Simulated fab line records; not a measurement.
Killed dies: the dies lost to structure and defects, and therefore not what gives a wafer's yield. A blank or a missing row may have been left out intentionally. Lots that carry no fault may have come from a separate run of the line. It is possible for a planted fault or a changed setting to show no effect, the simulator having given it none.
Struck lot and sound lot, side by side | flow gf180mcu | 15 steps out of a route of 602
Sound: the wafers L780.1, L780.3, L780.4. Struck: wafers L784.3, L784.4, L784.6. Last of all comes the cause.
Order at every step that has rows: each side's tool, ch and its chambers, its first start. Under that, the readings that differ: sound wafers | struck wafers | difference of the means | sigmas: that difference in standard deviations of wafers without a fault.
alike: words and numbers the same on both sides, and readings whose means are apart by under 2 such deviations; not compared: readings that were withheld, readings missing a value for some wafer, numbers with overlapping values and no deviation given by the record, and bounds like >300 which may hide the same value.
The two part at a step that has a row with sigmas, a row that says differs or no value, or rows on one side only. Numbers that have no deviation but don't overlap get no sigmas and don't part them. A reading that every wafer of one side lacks parts them only if that side has two wafers or more.

first, 3 steps without rows for these wafers: GF_PSD_EXPOSE_04 (exposes mask Pplus, target cd 400 nm); GF_PSD_PEB_05; GF_PSD_DEVELOP_06 (develop time 60 s).
GF_PSD_CD_MEAS_07: the cd target is 400 nm.
  sound: cd sem-02 at day 14 12:42; struck: cd sem-01 at day 16 00:02
  alike: cd nm
GF_PSD_OVL_MEAS_08:
  sound: overlay-01 at day 14 12:49; struck: overlay-02 at day 16 00:08
  alike: PSD_OVL
after that, 1 step had no rows for these wafers: GF_PSD_IMPLANT_09.
GF_PSD_STRIP_10: strips in O2/N2.
  sound on plasma asher-01 ch 0,1, day 14 13:01; struck on plasma asher-03 ch 0,1, day 16 00:20
  alike: drypump motor current A, heater power w, oes product au, strip time to endpoint s
  not compared: rf hours counter h
GF_PSD_TW_MEAS_11:
  sound: film metro-01 at day 14 13:07; struck: film metro-01 at day 16 00:28
  alike: PSD_TW
then, 1 step without rows for these wafers: GF_PSD_CLEAN_12 (cleans in SC1/SC2, time 150 s).
GF_PSD_RTA_13: time 20 s.
  sound on rtp anneal-01 ch 0, day 14 13:14; struck on rtp anneal-01 ch 0, day 16 00:36
  alike: lamp power pct, wafer_temp_C_max
GF_PSD_RS_MEAS_14: a four-point-probe measurement.
  sound: film metro-03 at day 14 13:19; struck: film metro-01 at day 16 00:45
  alike: NSD_RS
GF_PSD_RS_MEAS_15: a four-point-probe measurement.
  sound: film metro-03 at day 14 13:26; struck: film metro-01 at day 16 00:52
  alike: PSD_RS
GF_SAB_CVD_00: deposits SiO2 from TEOS, target thk 50 nm, time 4.9302 s.
  sound on pecvd-03 ch 0,1,2, day 14 13:34; struck on pecvd-02 ch 0,1,2, day 16 01:08
  alike: heater power w, susceptor temp C
GF_SAB_THK_MEAS_01:
  sound: film metro-02 at day 14 13:35; struck: film metro-02 at day 16 01:24
  reading             | sound          | struck           | difference | sigmas
  SAB_CVD_00_THK (nm) | 49.5 49.2 50.0 | 99.5 101.1 101.3 | +51.1      | +81
GF_PASSIVATION_PROBE_99:
  the record holds rows for the sound wafers here (prober-01, day 29 14:32) but none for the struck ones

== WHERE THEY PART ==
At GF_SAB_THK_MEAS_01 first; at GF_PASSIVATION_PROBE_99 last (within this record only).

WHY: what the simulator had put in
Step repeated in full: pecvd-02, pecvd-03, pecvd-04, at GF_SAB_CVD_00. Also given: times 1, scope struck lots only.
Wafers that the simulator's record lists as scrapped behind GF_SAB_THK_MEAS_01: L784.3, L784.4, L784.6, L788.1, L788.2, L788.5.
